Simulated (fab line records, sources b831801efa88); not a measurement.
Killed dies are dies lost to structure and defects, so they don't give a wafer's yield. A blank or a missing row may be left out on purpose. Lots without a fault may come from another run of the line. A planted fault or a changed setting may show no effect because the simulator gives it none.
A struck lot beside a sound one | flow sky130 | 17 steps out of a route of 708
Sound: wafers L754.2, L754.3, L754.6. Struck: wafers L765.2, L765.4. The cause comes at the end.
At each step with rows: each side's tool, then ch and its chambers, then its first start. Under that, the readings that differ: sound wafers | struck wafers | difference of the means | sigmas: that difference in standard deviations of wafers without a fault.
alike: readings whose means differ by less than 2 such deviations, and words and numbers that are the same on both sides. not compared: withheld readings, readings that some wafer has no value for, bounds like >300 that may hide the same value, and numbers for which the record gives no deviation and whose values overlap.
The two part at a step that has a row with sigmas, a row that says differs or no value, or rows on one side only. Numbers that don't overlap but have no deviation are shown without sigmas and don't part them. A reading that every wafer of one side lacks parts them only if that side has two wafers or more.

SKY_METAL1_THK_MEAS_06: measures by xrf.
  sound on film_metro-01, day 33 21:15; struck on film_metro-04, day 37 08:38
  alike: METAL1_ALCU_THK
then, 8 steps without rows for these wafers: SKY_METAL1_DEHYDRATE_07 (time 60 s); SKY_METAL1_HMDS_08 (prime time 60 s); SKY_METAL1_COAT_09 (resist thk 60 nm); SKY_METAL1_COAT_10 (resist thk 450 nm); SKY_METAL1_SOFTBAKE_11 (time 90 s); SKY_METAL1_EXPOSE_12 (exposes mask MM1, target cd 140 nm); SKY_METAL1_PEB_13; SKY_METAL1_DEVELOP_14 (develop time 60 s).
SKY_METAL1_CD_MEAS_15: target cd 140 nm.
  sound on cd_sem-02, day 35 00:34; struck on cd_sem-02, day 38 10:49
  alike: cd_nm
SKY_METAL1_OVL_MEAS_16:
  sound on overlay-02, day 35 00:40; struck on overlay-01, day 38 10:55
  alike: METAL1_OVL
SKY_METAL1_DESCUM_17: chemistry O2, time 8 s.
  sound on rie_metal-04 ch 0,1, day 35 00:42; struck on rie_metal-03 ch 0, day 38 10:57
  alike: chamber_pressure_mTorr, drypump_motor_current_A, oes_product_au
  not compared: rf_hours_counter_h
SKY_METAL1_ETCH_18: etches BARC in N2/H2, stops on SiO2, time 45.9 s, target depth 60 nm.
  sound on rie_metal-04 ch 0,1, day 35 00:44; struck on rie_metal-03 ch 0, day 38 10:59
  reading                                       | sound             | struck      | difference | sigmas
  oes_product_au (a.u.)                         | 0.855 0.853 0.855 | 0.819 0.820 | -0.035     | -7
  model.KrF-thick_of_METAL1_COAT_10.thk_nm (nm) | 390.2 390.9 392.1 | 405.7 404.2 | +13.9      |
  model.etch.depth_nm (nm)                      | 60.11 60.23 60.03 | 54.69 54.79 | -5.38      |
  alike: chamber_pressure_mTorr, drypump_motor_current_A, throttle_valve_pct
  not compared: rf_hours_counter_h
SKY_METAL1_METAL_ETCH_19: etches the open film in Cl2/BCl3, stops on SiO2, target depth 360 nm, time 78 s.
  sound on rie_metal-04 ch 0,1, day 35 00:47; struck on rie_metal-03 ch 0, day 38 11:03
  reading                                       | sound             | struck      | difference | sigmas
  model.KrF-thick_of_METAL1_COAT_10.thk_nm (nm) | 144.8 144.8 152.6 | 167.6 165.4 | +19.1      |
  alike: chamber_pressure_mTorr, drypump_motor_current_A, oes_product_au, throttle_valve_pct
  not compared: rf_hours_counter_h
SKY_METAL1_STRIP_20: strips in O2/N2.
  sound on plasma_asher-02 ch 0,1, day 35 00:53; struck on plasma_asher-02 ch 1, day 38 11:08
  reading                      | sound             | struck      | difference | sigmas
  oes_product_au (a.u.)        | 0.335 0.333 0.338 | 0.349 0.343 | +0.011     | +2
  strip_time_to_endpoint_s (s) | 2.52 2.55 2.64    | 2.79 2.78   | +0.22      | +4
  alike: chamber_pressure_mTorr, drypump_motor_current_A
  not compared: rf_hours_counter_h
then, 1 step without rows for these wafers: SKY_METAL1_STRIP_21 (strips in post etch residue remover, time 1200 s).
-- the record jumps here: 12 days lie between the struck wafers' starts before and after (it left off in module METAL1 and takes up again in module PAD_OPEN, whose first step shown is number 708 of the route) --
SKY_PAD_OPEN_PROBE_99:
  sound on prober-01, day 47 14:49; struck on prober-02, day 50 01:37
  reading                               | sound                | struck             | difference | sigmas
  model.etest.tester.sort_n_pass        | 410 427 409          | 354 336            | -70        |
  model.etest.tester.sort_yield_pct (%) | 83.33 86.79 83.13    | 71.95 68.29        | -14.30     |
  model.etest.tester.sort_bin_3_pct (%) | 1.22 0.6098 1.016    | 11.99 14.63        | +12.36     |
  model.etest.met1_comb.leak_log10_a_um | -11.99 -11.98 -12.08 | -8.352 -8.453      | +3.614     |
  model.etest.tester.sort_bin_8_pct (%) | 0 0 0                | 2.476e-05 1.82e-08 | +1.239e-05 |
  alike: defect_limited_yield, killed_at_M0_to_M3, killed_at_M4_up, killed_at_contacts, killed_at_front_end, killed_at_other, killed_dies, killed_open, killed_short
  not compared: model.etest.tester.sort_bin_4_pct

WHERE THEY PART
First at SKY_METAL1_ETCH_18; last, within this record, at SKY_METAL1_STRIP_20. Later steps at which nothing parts them and some readings are alike: SKY_PAD_OPEN_PROBE_99.

WHY: what the simulator had put in
Process parameter drift: rie_metal-03, from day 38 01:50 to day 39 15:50, at SKY_METAL1_ETCH_18. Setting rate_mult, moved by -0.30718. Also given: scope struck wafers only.
